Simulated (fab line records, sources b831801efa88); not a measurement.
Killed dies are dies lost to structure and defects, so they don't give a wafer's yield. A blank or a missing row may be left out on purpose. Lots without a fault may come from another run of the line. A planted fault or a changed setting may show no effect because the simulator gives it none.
Which tool did it? | flow sfq_line | 14 lots, 42 wafers sampled, at 6 steps of a route of 325

WHAT THE GAUGES READ, wafer by wafer
SFQ_I7_OVL_MEAS_947. Usual: I7_OVL -1 nm, standard deviation 6.3.
lot  | measured     | on         | I7_OVL (nm) | flag
L662 | day 81 14:26 | overlay-02 | 5 6 -1      |
L663 | day 81 16:45 | overlay-01 | 3 1 3       |
L664 | day 81 17:58 | overlay-01 | -8 -2 -6    |
L665 | day 81 20:19 | overlay-02 | -5 -1 0     |
L666 | day 81 23:55 | overlay-02 | -4 -9 0     |
L667 | day 82 02:19 | overlay-02 | 3 0 2       |
L668 | day 82 04:45 | overlay-01 | -2 4 -1     |
L669 | day 86 20:15 | overlay-02 | -2 3 0      |
L670 | day 86 21:26 | overlay-01 | -1 1 2      |
L671 | day 86 23:51 | overlay-01 | -13 -12 -15 |
L672 | day 87 09:26 | overlay-02 | 8 1 6       |
L673 | day 87 11:51 | overlay-02 | -4 2 -10    |
L674 | day 87 14:15 | overlay-01 | -2 3 -3     |
L676 | day 87 23:50 | overlay-02 | -3 -6 -10   |

WHICH TOOL RAN EACH LOT (tool, then ch and the chambers of the sampled wafers, then the start)
lot  | SFQ_TRILAYER_I0_CMP_CMP_028   | SFQ_TRILAYER_I0_METRO_MEASURE_029 | SFQ_TRILAYER_I0_VIA_ETCH_VIA_ETCH_034 | SFQ_TRILAYER_I5_ETCH_VIA_ETCH_147  | SFQ_TRILAYER_M7_STRIP_STRIP_181
L662 | cmp-01 ch 0,1,2, day 7 10:55  | film_metro-03, day 7 13:02        | rie_diel-02 ch 0,1,3, day 9 07:47     | rie_diel-01 ch 0,2,3, day 63 22:20 | rie_metal-01 ch 0,1, day 81 06:53
L663 | cmp-01 ch 1,3, day 7 19:25    | film_metro-03, day 7 22:02        | rie_diel-02 ch 0,1,3, day 9 14:59     | rie_diel-04 ch 0,2, day 65 23:20   | rie_metal-03 ch 0,1, day 81 09:17
L664 | cmp-02 ch 0,2, day 8 10:09    | film_metro-03, day 8 13:40        | rie_diel-03 ch 0,3, day 10 03:22      | rie_diel-01 ch 0,3, day 66 01:44   | rie_metal-02 ch 0,1, day 81 10:41
L665 | cmp-01 ch 1,2,3, day 8 18:55  | film_metro-04, day 8 22:02        | rie_diel-02 ch 0,1,3, day 10 11:23    | rie_diel-04 ch 0,2,3, day 66 08:01 | rie_metal-03 ch 0,1, day 81 12:53
L666 | cmp-01 ch 1,2,3, day 8 21:55  | film_metro-04, day 9 01:14        | rie_diel-04 ch 0,2, day 10 13:47      | rie_diel-01 ch 1,2, day 66 16:25   | rie_metal-03 ch 0,1, day 81 16:29
L667 | cmp-02 ch 0,1,2, day 9 07:39  | film_metro-03, day 9 10:16        | rie_diel-02 ch 0,1,2, day 11 03:05    | rie_diel-01 ch 0,2,3, day 67 03:59 | rie_metal-02 ch 0,1, day 81 17:41
L668 | cmp-02 ch 0,2,3, day 9 13:09  | film_metro-03, day 9 16:28        | rie_diel-02 ch 1,2,3, day 11 07:53    | rie_diel-04 ch 0,1,2, day 67 07:35 | rie_metal-01 ch 0,1, day 81 21:17
L669 | cmp-02 ch 1,2, day 9 16:09    | film_metro-04, day 9 19:28        | rie_diel-04 ch 2,3, day 11 10:35      | rie_diel-04 ch 1,2,3, day 67 20:58 | rie_metal-03 ch 0, day 81 22:29
L670 | cmp-01 ch 2,3, day 9 22:25    | film_metro-03, day 10 01:02       | rie_diel-03 ch 1,2,3, day 11 16:17    | rie_diel-01 ch 1,2, day 67 22:10   | rie_metal-02 ch 1, day 81 23:41
L671 | cmp-02 ch 0,1, day 10 01:39   | film_metro-03, day 10 04:28       | rie_diel-02 ch 1,2, day 11 21:05      | rie_diel-01 ch 0,3, day 71 17:20   | rie_metal-03 ch 0,1, day 82 01:20
L672 | cmp-02 ch 0,1,3, day 10 07:09 | film_metro-04, day 10 10:16       | rie_diel-03 ch 0,2,3, day 12 01:53    | rie_diel-02 ch 2,3, day 72 18:28   | rie_metal-02 ch 0,1, day 82 15:27
L673 | cmp-02 ch 0,1,3, day 10 16:09 | film_metro-03, day 10 19:28       | rie_diel-03 ch 1,2,3, day 12 10:17    | rie_diel-04 ch 0,1,3, day 72 22:04 | rie_metal-02 ch 0, day 82 19:19
L674 | cmp-02 ch 0,1, day 10 23:39   | film_metro-04, day 11 02:28       | rie_diel-03 ch 1,2,3, day 12 15:05    | rie_diel-02 ch 0,2,3, day 73 00:28 | rie_metal-01 ch 0,1, day 82 21:20
L676 | cmp-01 ch 0,3, day 11 11:03   | film_metro-03, day 11 14:10       | rie_diel-02 ch 1,2, day 13 05:07      | rie_diel-04 ch 0,1,2, day 73 06:28 | rie_metal-03 ch 0,1, day 83 04:32
- SFQ_TRILAYER_I0_CMP_CMP_028: polishes SiO2.
- SFQ_TRILAYER_I0_METRO_MEASURE_029
- SFQ_TRILAYER_I0_VIA_ETCH_VIA_ETCH_034: etches SiO2 in CHF3, stops on Nb, target depth 260 nm.
- SFQ_TRILAYER_I5_ETCH_VIA_ETCH_147: etches the open film in CHF3, stops on Nb, target depth 360 nm.
- SFQ_TRILAYER_M7_STRIP_STRIP_181: strips in O2.

WHAT THE TOOLS THEMSELVES READ (means of the sampled wafers that have a number; where no wafer has one, the mark that the record gives instead)
SFQ_TRILAYER_I0_CMP_CMP_028. Usual: motor_current_A 10.0 A, standard deviation 0.75; time_to_endpoint_s 208 s, standard deviation 8.8.
lot  | tool   | motor_current_A (A) | time_to_endpoint_s (s) | flag
L662 | cmp-01 | 10.5                | 209                    |
L663 | cmp-01 | 9.7                 | 211                    |
L664 | cmp-02 | 9.9                 | 205                    |
L665 | cmp-01 | 9.8                 | 216                    |
L666 | cmp-01 | 10.1                | 213                    |
L667 | cmp-02 | 9.7                 | 198                    |
L668 | cmp-02 | 10.1                | 209                    |
L669 | cmp-02 | 9.5                 | 211                    |
L670 | cmp-01 | 10.3                | 223                    |
L671 | cmp-02 | 9.8                 | 206                    |
L672 | cmp-02 | 10.3                | 200                    |
L673 | cmp-02 | 10.4                | 187                    |
L674 | cmp-02 | 10.0                | 197                    |
L676 | cmp-01 | 10.4                | 212                    |

SFQ_TRILAYER_I0_METRO_MEASURE_029. Usual: thk_nm 199.2 nm, standard deviation 1.3.
lot  | tool          | thk_nm (nm) | flag
L662 | film_metro-03 | 199.4       |
L663 | film_metro-03 | 199.2       |
L664 | film_metro-03 | 199.9       |
L665 | film_metro-04 | 199.2       |
L666 | film_metro-04 | 199.1       |
L667 | film_metro-03 | 198.9       |
L668 | film_metro-03 | 198.4       |
L669 | film_metro-04 | 200.1       |
L670 | film_metro-03 | 200.4       |
L671 | film_metro-03 | 198.2       |
L672 | film_metro-04 | 215.3       | OFF
L673 | film_metro-03 | 214.1       | OFF
L674 | film_metro-04 | 215.9       | OFF
L676 | film_metro-03 | 201.3       |

SFQ_TRILAYER_I0_VIA_ETCH_VIA_ETCH_034. Usual: drypump_motor_current_A 5.8 A, standard deviation 0.34; oes_product_au 0.853 a.u., standard deviation 0.0051.
lot  | tool        | drypump_motor_current_A (A) | oes_product_au (a.u.) | flag
L662 | rie_diel-02 | 5.8                         | 0.853                 |
L663 | rie_diel-02 | 5.8                         | 0.850                 |
L664 | rie_diel-03 | 5.4                         | 0.851                 |
L665 | rie_diel-02 | 5.8                         | 0.856                 |
L666 | rie_diel-04 | 5.3                         | 0.852                 |
L667 | rie_diel-02 | 5.8                         | 0.852                 |
L668 | rie_diel-02 | 5.9                         | 0.849                 |
L669 | rie_diel-04 | 5.8                         | 0.857                 |
L670 | rie_diel-03 | 5.5                         | 0.856                 |
L671 | rie_diel-02 | 5.9                         | 0.852                 |
L672 | rie_diel-03 | 5.6                         | 0.895                 | OFF
L673 | rie_diel-03 | 5.5                         | 0.889                 | OFF
L674 | rie_diel-03 | 5.5                         | 0.893                 | OFF
L676 | rie_diel-02 | 5.9                         | 0.857                 |

SFQ_TRILAYER_I5_ETCH_VIA_ETCH_147. Usual: drypump_motor_current_A 5.5 A, standard deviation 0.42; oes_product_au 0.990 a.u., standard deviation 0.0076.
lot  | tool        | drypump_motor_current_A (A) | oes_product_au (a.u.) | flag
L662 | rie_diel-01 | 5.3                         | 0.985                 |
L663 | rie_diel-04 | 5.3                         | 0.998                 |
L664 | rie_diel-01 | 5.5                         | 0.995                 |
L665 | rie_diel-04 | 5.6                         | 0.995                 |
L666 | rie_diel-01 | 5.0                         | 0.990                 |
L667 | rie_diel-01 | 5.3                         | 0.994                 |
L668 | rie_diel-04 | 5.4                         | 0.994                 |
L669 | rie_diel-04 | 5.8                         | 0.986                 |
L670 | rie_diel-01 | 5.0                         | 0.982                 |
L671 | rie_diel-01 | 5.5                         | 0.996                 |
L672 | rie_diel-02 | 5.9                         | 0.987                 |
L673 | rie_diel-04 | 5.6                         | 0.987                 |
L674 | rie_diel-02 | 5.7                         | 0.988                 |
L676 | rie_diel-04 | 5.4                         | 0.993                 |

SFQ_TRILAYER_M7_STRIP_STRIP_181. Usual: drypump_motor_current_A 5.8 A, standard deviation 0.58; oes_product_au 0.997 a.u., standard deviation 0.012.
lot  | tool         | drypump_motor_current_A (A) | oes_product_au (a.u.) | flag
L662 | rie_metal-01 | 5.2                         | 0.992                 |
L663 | rie_metal-03 | 5.5                         | 0.984                 |
L664 | rie_metal-02 | 6.2                         | 1.003                 |
L665 | rie_metal-03 | 5.6                         | 0.992                 |
L666 | rie_metal-03 | 5.5                         | 0.991                 |
L667 | rie_metal-02 | 6.0                         | 0.999                 |
L668 | rie_metal-01 | 5.2                         | 0.998                 |
L669 | rie_metal-03 | 5.0                         | 0.992                 |
L670 | rie_metal-02 | 5.9                         | 1.012                 |
L671 | rie_metal-03 | 5.5                         | 0.992                 |
L672 | rie_metal-02 | 6.0                         | 1.003                 |
L673 | rie_metal-02 | 6.3                         | 0.987                 |
L674 | rie_metal-01 | 5.2                         | 0.995                 |
L676 | rie_metal-03 | 5.5                         | 0.996                 |

THE ANSWER, worked out from the rows above alone
Rule: a lot is off if the mean of its wafers that have a number lies more than 3 standard deviations from the usual mean. A lot without any number at a reading at which 4 lots or more have one is off too. The other lots that the step has rows for count as sound. The gauges are gone through in route order, then the tools' own readings, and for those a lot's mean is taken as printed above. The first step at which some lot is off is used, and at that step the reading that is off furthest; a lot without a number counts as furthest.
Off: L672, L673, L674, at SFQ_TRILAYER_I0_METRO_MEASURE_029 (thk_nm).
A tool fits if, at that step or a process step before it, it ran every lot that is off, and no sound lot after the first of them. One fits: cmp-02 at SFQ_TRILAYER_I0_CMP_CMP_028. Its last sound lot is L671 (day 10 01:39), its first lot that is off L672 (day 10 07:09): a fault that began between those two fits.

WHAT THE SIMULATOR HAD PUT IN
Process parameter drift: cmp-02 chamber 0, from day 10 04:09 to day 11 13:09, at SFQ_TRILAYER_I0_CMP_CMP_028. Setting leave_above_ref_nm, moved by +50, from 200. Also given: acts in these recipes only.
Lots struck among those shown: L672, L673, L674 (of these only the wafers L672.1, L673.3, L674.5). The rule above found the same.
